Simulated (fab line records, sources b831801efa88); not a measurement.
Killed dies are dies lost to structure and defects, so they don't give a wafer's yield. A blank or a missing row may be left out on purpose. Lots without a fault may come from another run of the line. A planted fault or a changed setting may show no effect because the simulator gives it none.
A struck lot beside a sound one | flow gf180mcu | 23 steps out of a route of 602
Sound: wafers L971.2, L971.4, L971.5. Struck: wafers L979.4, L979.5. (L979.2 of the same lot was not struck and is left out.) The cause comes at the end.
At each step with rows: each side's tool, then ch and its chambers, then its first start. Under that, the readings that differ: sound wafers | struck wafers | difference of the means | sigmas: that difference in standard deviations of wafers without a fault.
alike: readings whose means differ by less than 2 such deviations, and words and numbers that are the same on both sides. not compared: withheld readings, readings that some wafer has no value for, bounds like >300 that may hide the same value, and numbers for which the record gives no deviation and whose values overlap.
The two part at a step that has a row with sigmas, a row that says differs or no value, or rows on one side only. Numbers that don't overlap but have no deviation are shown without sigmas and don't part them. A reading that every wafer of one side lacks parts them only if that side has two wafers or more.

GF_V1_RS_MEAS_24: measures by four-point-probe.
  sound on film_metro-01, day 19 00:17; struck on film_metro-04, day 20 21:20
  alike: V1_W_RS
GF_V1_THK_MEAS_25: measures by xrf.
  sound on film_metro-01, day 19 00:23; struck on film_metro-04, day 20 21:27
  alike: V1_W_THK
GF_V1_CMP_26: polishes, stops on SiO2, t overpolish 15 s, target thk 0 nm.
  sound on cmp-01 ch 0,1, day 19 00:26; struck on cmp-02 ch 1,3, day 20 21:30
  alike: head_pressure_psi, motor_current_A, overpolish_run_s, time_to_endpoint_s
GF_M2_SPUTTER_00: material Ti, target thk 37.5 nm, time 150 s.
  sound on pvd_sputter-02, day 19 00:44; struck on pvd_sputter-03, day 20 21:48
  alike: throttle_valve_pct
GF_M2_SPUTTER_01: material TiN, target thk 30 nm, time 25 s.
  sound on pvd_sputter-02, day 19 00:50; struck on pvd_sputter-03, day 20 21:54
  alike: throttle_valve_pct
GF_M2_SPUTTER_02: material AlCu, target thk 450 nm, time 23.9 s.
  sound on pvd_sputter-02, day 19 00:53; struck on pvd_sputter-03, day 20 21:56
  alike: throttle_valve_pct
then, 1 step without rows for these wafers: GF_M2_SPUTTER_03 (material Ti, target thk 10 nm, time 6.7 s).
GF_M2_SPUTTER_04: material TiN, target thk 50 nm, time 41.7 s.
  sound on pvd_sputter-02, day 19 00:56; struck on pvd_sputter-03, day 20 21:59
  alike: throttle_valve_pct
GF_M2_RS_MEAS_05: measures by four-point-probe.
  sound on film_metro-04, day 19 00:59; struck on film_metro-04, day 20 22:02
  alike: M2_ALCU_RS
GF_M2_THK_MEAS_06: measures by xrf.
  sound on film_metro-04, day 19 01:06; struck on film_metro-04, day 20 22:09
  alike: M2_ALCU_THK
then, 2 steps without rows for these wafers: GF_M2_DEHYDRATE_07 (time 60 s); GF_M2_HMDS_08 (prime time 60 s).
GF_M2_COAT_09: resist thk 1000 nm.
  sound on litho_track-02 ch 0, day 19 13:33; struck on litho_track-02 ch 0, day 21 08:45
  reading                             | sound           | struck    | difference | sigmas
  model.KrF_of_M2_COAT_09.thk_nm (nm) | 1003 1006 998.7 | 1072 1071 | +69        |
then, 4 steps without rows for these wafers: GF_M2_SOFTBAKE_10 (time 60 s); GF_M2_EXPOSE_11 (exposes mask Metal2, target cd 280 nm); GF_M2_PEB_12 (peb time 90 s); GF_M2_DEVELOP_13 (develop time 60 s).
GF_M2_CD_MEAS_14: target cd 280 nm.
  sound on cd_sem-02, day 20 02:15; struck on cd_sem-02, day 21 20:30
  reading    | sound             | struck      | difference | sigmas
  cd_nm (nm) | 280.6 280.8 279.8 | 283.3 283.8 | +3.1       | +4
GF_M2_OVL_MEAS_15:
  sound on overlay-01, day 20 02:22; struck on overlay-02, day 21 20:36
  alike: M2_OVL
GF_M2_METAL_ETCH_16: etches the open film in Cl2/BCl3, stops on SiO2, target depth 750.8 nm, time 125.1 s.
  sound on rie_metal-02 ch 0,1, day 20 02:23; struck on rie_metal-03 ch 1, day 21 20:38
  reading                             | sound           | struck    | difference | sigmas
  model.KrF_of_M2_COAT_09.thk_nm (nm) | 684 694.7 686.1 | 752 751.1 | +63        |
  alike: drypump_motor_current_A, oes_product_au, throttle_valve_pct
  not compared: rf_hours_counter_h
GF_M2_STRIP_17: strips in O2/N2.
  sound on plasma_asher-01 ch 1, day 20 02:31; struck on plasma_asher-03 ch 0,1, day 21 20:46
  reading                      | sound             | struck      | difference | sigmas
  drypump_motor_current_A (A)  | 4.9 4.9 5.0       | 6.1 6.0     | +1.1       | +2
  heater_power_w (W)           | 299 298 297       | 338 353     | +48        | +2
  oes_product_au (a.u.)        | 0.534 0.540 0.542 | 0.567 0.561 | +0.025     | +4
  strip_time_to_endpoint_s (s) | 7.36 7.49 7.40    | 8.04 8.02   | +0.61      | +9
  not compared: rf_hours_counter_h
then, 2 steps without rows for these wafers: GF_M2_STRIP_18 (strips in post etch residue remover, time 1200 s); GF_PASSIVATION_PROBE_99.

WHERE THEY PART
First at GF_M2_CD_MEAS_14; last, within this record, at GF_M2_STRIP_17.

WHY: what the simulator had put in
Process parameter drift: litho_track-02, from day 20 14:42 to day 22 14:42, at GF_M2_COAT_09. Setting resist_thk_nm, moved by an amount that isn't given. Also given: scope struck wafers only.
